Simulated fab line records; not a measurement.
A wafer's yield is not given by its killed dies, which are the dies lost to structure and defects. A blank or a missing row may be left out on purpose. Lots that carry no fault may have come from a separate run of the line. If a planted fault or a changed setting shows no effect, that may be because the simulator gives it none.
Which of the tools did it? | flow gf180mcu | 13 lots, 39 wafers sampled, at 4 steps of a route of 602

== WHAT THE GAUGES READ, wafer by wafer ==
GF_PSD_OVL_MEAS_08. Usual: for PSD_OVL the level is -0.1 nm and the standard deviation is 1.7.
lot  | measured     | on         | PSD_OVL (nm)   | flag
L740 | day 14 04:05 | overlay-01 | -3.1 -1.2 -1.7 | 
L741 | day 14 15:59 | overlay-01 | 0.1 -1.6 -0.6  | 
L742 | day 14 19:21 | overlay-01 | -1.2 -0.3 -0.9 | 
L746 | day 16 02:23 | overlay-02 | -0.1 -1.8 -1.4 | 
L747 | day 16 10:02 | overlay-01 | -2.5 -2.0 -2.0 | 
L750 | day 17 15:59 | overlay-02 | -2.2 -3.4 -1.7 | 
L754 | day 18 22:14 | overlay-01 | 2.6 3.1 3.7    | 
L757 | day 20 02:08 | overlay-01 | -0.1 0.9 -0.9  | 
L758 | day 20 10:44 | overlay-01 | -1.9 -1.5 -0.5 | 
L759 | day 20 19:49 | overlay-01 | -2.7 -0.2 0.2  | 
L760 | day 21 08:46 | overlay-01 | 2.2 -0.1 -0.1  | 
L761 | day 22 06:34 | overlay-02 | 0.4 0.1 0.9    | 
L762 | day 22 10:08 | overlay-01 | 2.7 -0.3 0.7   | 

GF_PSD_TW_MEAS_11. Usual: for PSD_TW the level is 3191 and the standard deviation is 21.
lot  | measured     | on           | PSD_TW         | flag
L740 | day 14 04:22 | filmMetro-04 | 3161 3157 3169 | 
L741 | day 14 16:17 | filmMetro-03 | 3206 3221 3194 | 
L742 | day 14 19:47 | filmMetro-04 | 3155 3158 3170 | 
L746 | day 16 02:40 | filmMetro-03 | 3214 3207 3208 | 
L747 | day 16 10:20 | filmMetro-04 | 3172 3163 3167 | 
L750 | day 17 16:16 | filmMetro-03 | 3205 3219 3193 | 
L754 | day 18 22:32 | filmMetro-01 | 3199 3211 3207 | 
L757 | day 20 02:25 | filmMetro-01 | 3190 3189 3174 | 
L758 | day 20 11:02 | filmMetro-01 | 3186 3194 3188 | 
L759 | day 20 20:06 | filmMetro-04 | 3159 3168 3148 | 
L760 | day 21 09:03 | filmMetro-01 | 3175 3188 3159 | 
L761 | day 22 06:51 | filmMetro-03 | 3221 3230 3240 | 
L762 | day 22 10:25 | filmMetro-03 | 3242 3223 3192 | 

GF_SAB_CD_MEAS_09: the cd target is 420 nm. Usual: cdNm 420.0 nm, standard deviation 2.1.
lot  | measured     | on       | cdNm (nm)         | flag
L740 | day 15 01:44 | cdSem-01 | 417.0 416.5 417.6 | 
L741 | day 15 13:04 | cdSem-02 | 421.1 420.2 419.8 | 
L742 | day 15 17:10 | cdSem-02 | 420.2 420.0 423.9 | 
L746 | day 17 01:06 | cdSem-02 | 419.4 424.0 423.1 | 
L747 | day 17 09:33 | cdSem-01 | 418.4 419.2 417.0 | 
L750 | day 18 16:17 | cdSem-01 | 422.0 422.9 421.2 | 
L754 | day 19 23:08 | cdSem-01 | 482.2 482.7 483.9 | OFF
L757 | day 21 02:25 | cdSem-02 | 418.1 417.6 417.9 | 
L758 | day 21 11:39 | cdSem-02 | 419.1 421.6 420.0 | 
L759 | day 21 20:36 | cdSem-01 | 419.3 419.7 420.7 | 
L760 | day 22 08:52 | cdSem-01 | 421.9 420.6 421.6 | 
L761 | day 23 06:43 | cdSem-01 | 420.4 419.8 420.1 | 
L762 | day 23 09:00 | cdSem-02 | 416.3 418.4 417.4 | 

== EACH LOT AND THE TOOL THAT RAN IT (in order: tool; ch and the chambers of the sampled wafers; start) ==
lot  | GF_SAB_EXPOSE_06
L740 | ilineStepper-01 ch 0, day 14 15:22
L741 | ilineStepper-01 ch 0, day 15 03:01
L742 | ilineStepper-01 ch 0, day 15 06:43
L746 | ilineStepper-01 ch 0, day 16 14:22
L747 | ilineStepper-01 ch 0, day 16 22:03
L750 | ilineStepper-02 ch 0, day 18 04:38
L754 | ilineStepper-01 ch 0, day 19 11:20
L757 | ilineStepper-01 ch 0, day 20 14:59
L758 | ilineStepper-02 ch 0, day 20 23:49
L759 | ilineStepper-01 ch 0, day 21 08:40
L760 | ilineStepper-01 ch 0, day 21 21:19
L761 | ilineStepper-01 ch 0, day 22 18:57
L762 | ilineStepper-01 ch 0, day 22 22:42
- GF_SAB_EXPOSE_06: exposes mask SAB, target cd 420 nm.

== WHAT THE TOOLS THEMSELVES READ (means of the sampled wafers that have a number; where no wafer has one, the mark that the record gives instead) ==
GF_SAB_EXPOSE_06. Usual: stageVelMmS 499.97 mm/s, standard deviation 0.28.
lot  | tool            | stageVelMmS (mm/s) | flag
L740 | ilineStepper-01 | 499.68             | 
L741 | ilineStepper-01 | 499.93             | 
L742 | ilineStepper-01 | 500.10             | 
L746 | ilineStepper-01 | 500.22             | 
L747 | ilineStepper-01 | 499.77             | 
L750 | ilineStepper-02 | 499.80             | 
L754 | ilineStepper-01 | 499.88             | 
L757 | ilineStepper-01 | 499.76             | 
L758 | ilineStepper-02 | 499.94             | 
L759 | ilineStepper-01 | 500.06             | 
L760 | ilineStepper-01 | 500.16             | 
L761 | ilineStepper-01 | 500.26             | 
L762 | ilineStepper-01 | 500.08             | 

== THE ANSWER, worked out from the rows above alone ==
Rule: a lot is off if the mean of its wafers that have a number lies more than 3 standard deviations from the usual mean. Also off: a lot with no number at a reading for which 4 or more lots have one. The other lots that the step has rows for count as sound. Order of review: gauges by route order, followed by the tools' own readings, for which a lot's mean as printed above is used. At the first step where some lot is off, the reading lying furthest off is the one used; lots without a number count as furthest.
Off at GF_SAB_CD_MEAS_09 (cdNm): L754.
If a tool, at a process step before that reading, ran all the lots that are off and no sound lot after the first of them, it fits. The gauges at GF_SAB_CD_MEAS_09 are tried like those tools. Of those tried, none fits.

== WHAT THE SIMULATOR PUT IN ==
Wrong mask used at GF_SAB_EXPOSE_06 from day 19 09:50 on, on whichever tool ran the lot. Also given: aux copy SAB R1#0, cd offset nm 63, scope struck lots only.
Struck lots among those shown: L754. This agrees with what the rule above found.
